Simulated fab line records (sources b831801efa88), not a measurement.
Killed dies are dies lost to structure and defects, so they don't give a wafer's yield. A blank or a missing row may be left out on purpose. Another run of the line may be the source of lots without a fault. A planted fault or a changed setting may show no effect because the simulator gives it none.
A lot that was struck, set against a sound lot || flow gf180mcu || 14 out of 602 route steps
Sound: the wafers L887.1, L887.2, L887.5. The struck wafers were L894.2, L894.4, L894.5. The cause is named last.
At each step with rows: each side's tool, then ch and its chambers, then its first start. Under that, the readings that differ: sound wafers || struck wafers || difference of the means || sigmas: that difference in standard deviations of wafers without a fault.
alike: readings whose means differ by less than 2 such deviations, and words and numbers that are the same on both sides. not compared: withheld readings, readings that some wafer has no value for, bounds like >300 that may hide the same value, and numbers for which the record gives no deviation and whose values overlap.
A row with sigmas, a row that says differs or no value, or rows on one side alone: a step with any of these is where the two part. Numbers that have no deviation but don't overlap get no sigmas and don't part them. A reading that every wafer of one side lacks parts them only if that side has two wafers or more.

GF_TOP_METAL_METAL_ETCH_16: etches the open film in Cl2/BCl3, stops on SiO2, target depth 1197 nm, time 199.5 s.
  sound on rie metal-04 ch 0,1, day 30 13:36; struck on rie metal-04 ch 0, day 32 06:46
  alike: drypump motor current A, oes product au, rf fwd power W, throttle valve pct
  not compared: rf hours counter h
GF_TOP_METAL_STRIP_17: strips in O2/N2.
  sound on plasma asher-01 ch 0,1, day 30 13:47; struck on plasma asher-03 ch 0,1, day 32 06:57
  alike: drypump motor current A, heater power w, oes product au, strip time to endpoint s
  not compared: rf hours counter h
then, 2 steps without rows for these wafers: GF_TOP_METAL_STRIP_18 (strips in post etch residue remover, time 1200 s); GF_TOP_METAL_CLEAN_19 (cleans in DIW).
GF_PASSIVATION_CVD_00: deposits SiO2 from TEOS, target thk 1000 nm, time 111.95 s.
  sound on pecvd-04 ch 0,1, day 30 14:20; struck on pecvd-03 ch 1,2, day 32 07:29
  alike: heater power w, rf fwd power W
GF_PASSIVATION_THK_MEAS_01:
  sound: film metro-04 at day 30 14:25; struck: film metro-04 at day 32 07:35
  alike: PASSIVATION_CVD_00_THK
GF_PASSIVATION_CVD_02: deposits Si3N4, target thk 700 nm, time 486.18 s.
  sound on pecvd-03 ch 0,1, day 30 14:28; struck on pecvd-01 ch 0,2, day 32 07:38
  alike: heater power w, rf fwd power W
GF_PASSIVATION_THK_MEAS_03:
  sound: film metro-02 at day 30 14:46; struck: film metro-02 at day 32 07:55
  alike: PASSIVATION_CVD_02_THK
then, 4 steps without rows for these wafers: GF_PASSIVATION_DEHYDRATE_04 (time 60 s); GF_PASSIVATION_HMDS_05 (prime time 60 s); GF_PASSIVATION_COAT_06 (resist thk 4000 nm); GF_PASSIVATION_SOFTBAKE_07.
GF_PASSIVATION_EXPOSE_08: exposes mask Pad, target cd 40000 nm.
  struck on iline stepper-02, day 32 15:53; sound on iline stepper-01 ch 0, day 30 23:49
  no value came back on the struck wafers for exposure dose mJ cm2, focus offset nm (nm); on the sound wafers exposure dose mJ cm2 reads 310.0 309.7 309.9
  alike: mask
following that, these wafers have no rows for 1 step: GF_PASSIVATION_PEB_09.

## WHERE THEY PART
GF_PASSIVATION_EXPOSE_08 only, going by this record.

WHY: whatever the simulator had introduced
Beginning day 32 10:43, the whole step at GF_PASSIVATION_EXPOSE_08 was skipped on iline stepper-02. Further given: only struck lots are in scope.
